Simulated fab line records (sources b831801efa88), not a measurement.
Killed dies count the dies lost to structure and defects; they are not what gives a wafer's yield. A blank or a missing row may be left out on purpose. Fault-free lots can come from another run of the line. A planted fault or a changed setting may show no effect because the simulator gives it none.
Chamber matching    flow sky130    4 sister chambers for SKY_POLY_GATE_ETCH_17 on rie si-02
The step etches poly-Si in HBr/Cl2, stops on SiO2, target depth 180 nm, time 70.5 s. 4 wafers are shown with their chamber, then 7 later ones without.

== WAFERS PAIRED WITH THEIR CHAMBERS ==
wafer   chamber  drypump motor current A (A)
L831.5  2        6.0
L837.4  0        5.9
L838.3  3        4.7
L838.4  1        5.2

== WAFERS WITH NO CHAMBER GIVEN ==
wafer   drypump motor current A (A)
L838.6  6.0
L839.3  6.0
L839.4  5.3
L839.6  5.3
L852.1  4.7
L852.3  5.2
L852.6  5.8

== WHICH CHAMBER EACH ONE RAN IN ==
wafer   from the rows above      in truth
L838.6  can't be placed: 2 or 0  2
L839.3  can't be placed: 2 or 0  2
L839.4  1                        1
L839.6  1                        1
L852.1  3                        3
L852.3  1                        1
L852.6  can't be placed: 0 or 2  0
Correctly placed: 4 of 7. Not placeable from these rows: 3 (in 3, the candidates include the true chamber). Wrongly placed: 0.
How it was worked out, from the rows above alone: a wafer's distance from a chamber is the root of the sum, over the readings, of the square of ((its reading less the chamber's mean) divided by the reading's scatter). If the next closest chamber is less than 2 further off than the closest, the wafer can't be placed; otherwise it belongs to the closest. For every chamber, the mean is computed from those of its wafers that are shown. The scatter: root of mean squared gap, hidden wafer to nearest shown wafer, with one shown wafer a chamber.
